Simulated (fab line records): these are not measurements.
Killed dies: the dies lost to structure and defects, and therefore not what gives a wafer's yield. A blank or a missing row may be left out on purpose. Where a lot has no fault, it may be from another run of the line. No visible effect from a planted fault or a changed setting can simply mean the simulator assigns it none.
Which tool is to blame? | flow gf180mcu | 12 lots, 36 wafers sampled, at 5 steps of a route of 602

WHAT THE GAUGES SHOWED, per wafer
GF_POLY_GATE_THK_MEAS_17. Usual: for POLY_GATE_OXIDATION_THK the level is 4.02 nm and the standard deviation is 0.09.
lot  | measured     | on            | POLY_GATE_OXIDATION_THK (nm) | flag
L552 | day 9 10:04  | film_metro-01 | 3.98 3.83 3.93               |
L553 | day 9 16:53  | film_metro-03 | 4.17 4.19 4.24               |
L554 | day 9 20:13  | film_metro-02 | 3.77 3.91 4.01               |
L555 | day 10 00:51 | film_metro-03 | 4.04 4.01 4.07               |
L556 | day 10 11:46 | film_metro-03 | 3.98 3.96 4.04               |
L557 | day 10 19:17 | film_metro-02 | 3.93 3.87 3.79               |
L558 | day 11 01:17 | film_metro-03 | 4.09 4.02 3.94               |
L559 | day 11 09:07 | film_metro-01 | 3.96 3.99 4.00               |
L561 | day 12 01:10 | film_metro-03 | 4.00 4.01 3.97               |
L563 | day 12 11:39 | film_metro-01 | 4.08 4.11 4.12               |
L568 | day 15 09:58 | film_metro-03 | 4.18 4.09 4.15               |
L574 | day 15 17:40 | film_metro-03 | 3.98 4.02 4.04               |

GF_HV_LDD_CD_MEAS_19: the cd target is 400 nm. Usual: cd_nm at 399.4 nm, with a standard deviation of 2.2.
lot  | measured     | on        | cd_nm (nm)        | flag
L552 | day 10 22:04 | cd_sem-02 | 397.5 398.9 399.6 |
L553 | day 11 05:13 | cd_sem-01 | 398.6 398.5 397.1 |
L554 | day 11 08:40 | cd_sem-01 | 403.1 401.5 405.2 |
L555 | day 11 14:19 | cd_sem-01 | 400.0 399.4 400.5 |
L556 | day 12 00:51 | cd_sem-02 | 401.0 402.1 402.5 |
L557 | day 12 09:20 | cd_sem-02 | 397.0 395.8 397.7 |
L558 | day 12 15:44 | cd_sem-01 | 397.0 398.3 396.7 |
L559 | day 12 22:58 | cd_sem-01 | 401.0 402.9 400.6 |
L561 | day 13 16:37 | cd_sem-02 | 402.3 400.5 400.1 |
L563 | day 14 04:29 | cd_sem-02 | 404.4 400.7 401.9 |
L568 | day 17 04:26 | cd_sem-01 | 398.7 397.7 399.0 |
L574 | day 17 14:30 | cd_sem-01 | 399.6 398.7 398.4 |

GF_HV_LDD_THK_MEAS_55. Usual: for HV_LDD_CVD_54_THK the level is 10.00 nm and the standard deviation is 0.13.
lot  | measured     | on            | HV_LDD_CVD_54_THK (nm)        | flag
L552 | day 12 14:23 | film_metro-02 | 9.77 9.90 9.86                |
L553 | day 12 23:11 | film_metro-01 | 9.69 9.73 9.90                |
L554 | day 13 01:42 | film_metro-04 | 10.27 10.17 10.12             |
L555 | day 13 07:59 | film_metro-01 | 10.23 10.16 10.13             |
L556 | day 13 19:07 | film_metro-01 | 10.05 10.02 9.98              |
L557 | day 14 04:49 | film_metro-02 | 9.92 10.10 9.97               |
L558 | day 14 11:16 | film_metro-04 | 9.95 10.01 10.03              |
L559 | day 14 19:31 | film_metro-02 | 10.14 10.05 10.06             |
L561 | day 15 12:56 | film_metro-01 | 10.15 10.22 10.15             |
L563 | day 16 01:20 | film_metro-04 | 9.97 10.07 9.87               |
L568 | day 19 04:18 | film_metro-04 | 5.16 5.15 5.19 5.19 5.07 5.19 | OFF
L574 | day 19 16:15 | film_metro-02 | 9.83 9.78 9.81                |

WHAT TOOL EACH LOT RAN ON (gives the tool, then ch and the chambers of the sampled wafers, and finally the start)
lot  | GF_DUAL_GATE_STRIP_13                | GF_HV_LDD_CVD_54
L552 | plasma_asher-01 ch 0,1, day 8 11:59  | lpcvd-02 ch 1, day 12 13:22
L553 | plasma_asher-01 ch 0,1, day 8 18:05  | lpcvd-02 ch 0, day 12 21:38
L554 | plasma_asher-04 ch 0,1, day 8 21:26  | lpcvd-01 ch 1, day 13 00:40
L555 | plasma_asher-04 ch 0,1, day 9 03:25  | lpcvd-01 ch 0, day 13 06:58
L556 | plasma_asher-02 ch 0,1, day 9 12:28  | lpcvd-01 ch 1, day 13 18:05
L557 | plasma_asher-02 ch 0,1, day 9 20:10  | lpcvd-02 ch 1, day 14 03:47
L558 | plasma_asher-01 ch 0,1, day 10 02:15 | lpcvd-01 ch 1, day 14 10:14
L559 | plasma_asher-04 ch 0,1, day 10 09:38 | lpcvd-01 ch 0, day 14 18:29
L561 | plasma_asher-01 ch 0,1, day 11 00:49 | lpcvd-02 ch 1, day 15 11:53
L563 | plasma_asher-01 ch 0,1, day 11 11:53 | lpcvd-01 ch 1, day 16 00:19
L568 | plasma_asher-02 ch 1, day 14 07:12   | lpcvd-02 ch 1, day 19 03:17
L574 | plasma_asher-01 ch 0,1, day 14 14:16 | lpcvd-01 ch 1, day 19 15:13
- GF_DUAL_GATE_STRIP_13: strips in O2/N2.
- GF_HV_LDD_CVD_54: deposits SiO2 from TEOS, target thk 10 nm, time 75 s.

AS READ BY THE TOOLS THEMSELVES (means over the sampled wafers that have a number; for cases with no such wafer, the mark the record gives instead)
GF_DUAL_GATE_STRIP_13. Usual: drypump_motor_current_A 5.5 A, standard deviation 0.37; heater_power_w 342 W, standard deviation 41; oes_product_au 0.716 a.u., standard deviation 0.0044; strip_time_to_endpoint_s 12.629 s, standard deviation 0.03.
lot  | tool            | drypump_motor_current_A (A) | heater_power_w (W) | oes_product_au (a.u.) | strip_time_to_endpoint_s (s) | flag
L552 | plasma_asher-01 | 5.4                         | 331                | 0.716                 | 12.608                       |
L553 | plasma_asher-01 | 5.6                         | 346                | 0.717                 | 12.658                       |
L554 | plasma_asher-04 | 5.4                         | 357                | 0.716                 | 12.577                       |
L555 | plasma_asher-04 | 5.4                         | 356                | 0.717                 | 12.665                       |
L556 | plasma_asher-02 | 5.3                         | 291                | 0.718                 | 12.638                       |
L557 | plasma_asher-02 | 5.3                         | 295                | 0.714                 | 12.618                       |
L558 | plasma_asher-01 | 5.6                         | 351                | 0.719                 | 12.639                       |
L559 | plasma_asher-04 | 5.7                         | 384                | 0.715                 | 12.653                       |
L561 | plasma_asher-01 | 5.4                         | 328                | 0.716                 | 12.628                       |
L563 | plasma_asher-01 | 5.4                         | 325                | 0.715                 | 12.618                       |
L568 | plasma_asher-02 | 6.1                         | 303                | 0.717                 | 12.670                       |
L574 | plasma_asher-01 | 5.4                         | 328                | 0.718                 | 12.668                       |

GF_HV_LDD_CVD_54. Usual: spike_tc_bottom_C 702.6 C, standard deviation 2.3; spike_tc_centre_C 680.9 C, standard deviation 1.1; spike_tc_lower_C 679.9 C, standard deviation 1.6; spike_tc_top_C 698.3 C, standard deviation 1.5; spike_tc_upper_C 679.1 C, standard deviation 1.5; susceptor_temp_C 679.9 C, standard deviation 0.31; zone_power_lower_pct 10.8 %, standard deviation 0.86.
lot  | tool     | spike_tc_bottom_C (C) | spike_tc_centre_C (C) | spike_tc_lower_C (C) | spike_tc_top_C (C) | spike_tc_upper_C (C) | susceptor_temp_C (C) | zone_power_lower_pct (%) | flag
L552 | lpcvd-02 | 700.2                 | 680.2                 | 680.2                | 699.6              | 678.0                | 680.0                | 9.7                      |
L553 | lpcvd-02 | 706.1                 | 680.8                 | 682.6                | 697.8              | 679.1                | 680.1                | 10.5                     |
L554 | lpcvd-01 | 703.6                 | 681.1                 | 678.7                | 698.7              | 680.0                | 680.2                | 11.2                     |
L555 | lpcvd-01 | 699.2                 | 680.2                 | 680.2                | 696.1              | 678.7                | 679.5                | 12.4                     |
L556 | lpcvd-01 | 704.1                 | 681.2                 | 678.4                | 698.3              | 680.6                | 679.8                | 11.0                     |
L557 | lpcvd-02 | 700.6                 | 680.9                 | 679.8                | 699.5              | 677.3                | 679.7                | 9.6                      |
L558 | lpcvd-01 | 703.9                 | 680.8                 | 679.1                | 698.6              | 681.2                | 680.1                | 11.1                     |
L559 | lpcvd-01 | 699.3                 | 681.1                 | 679.0                | 695.7              | 678.7                | 679.9                | 12.3                     |
L561 | lpcvd-02 | 700.9                 | 681.1                 | 680.1                | 698.6              | 677.2                | 679.5                | 9.8                      |
L563 | lpcvd-01 | 703.8                 | 680.6                 | 679.1                | 700.4              | 680.2                | 680.0                | 11.1                     |
L568 | lpcvd-02 | 674.8                 | 653.6                 | 654.0                | 673.4              | 650.6                | 653.0                | 9.1                      | OFF
L574 | lpcvd-01 | 703.0                 | 681.7                 | 677.4                | 698.8              | 680.2                | 679.7                | 11.1                     |

THE ANSWER, worked out from the rows above alone
Rule: take the mean of a lot's wafers that have a number; if it is more than 3 standard deviations from the usual mean, the lot is off. A lot without any number at a reading at which 4 lots or more have one is off too. Where the step has rows for the other lots, those lots are counted as sound. After the gauges, taken in route order, come the tools' own readings; for these a lot's mean is taken, as printed above. At the first step where some lot is off, the reading lying furthest off is the one used; lots without a number count as furthest.
Off: at GF_HV_LDD_THK_MEAS_55 (HV_LDD_CVD_54_THK), L568.
A tool fits if, at a process step before that reading, it ran every lot that is off, and no sound lot after the first of them. Not tried: the gauges at GF_HV_LDD_THK_MEAS_55; whatever is off there is also off at GF_HV_LDD_CVD_54, on other tools, and gauge error can't account for it. Undecided on this evidence; 2 tools fit (plasma_asher-02 at GF_DUAL_GATE_STRIP_13, lpcvd-02 at GF_HV_LDD_CVD_54).

WHAT THE SIMULATOR HAD PUT IN
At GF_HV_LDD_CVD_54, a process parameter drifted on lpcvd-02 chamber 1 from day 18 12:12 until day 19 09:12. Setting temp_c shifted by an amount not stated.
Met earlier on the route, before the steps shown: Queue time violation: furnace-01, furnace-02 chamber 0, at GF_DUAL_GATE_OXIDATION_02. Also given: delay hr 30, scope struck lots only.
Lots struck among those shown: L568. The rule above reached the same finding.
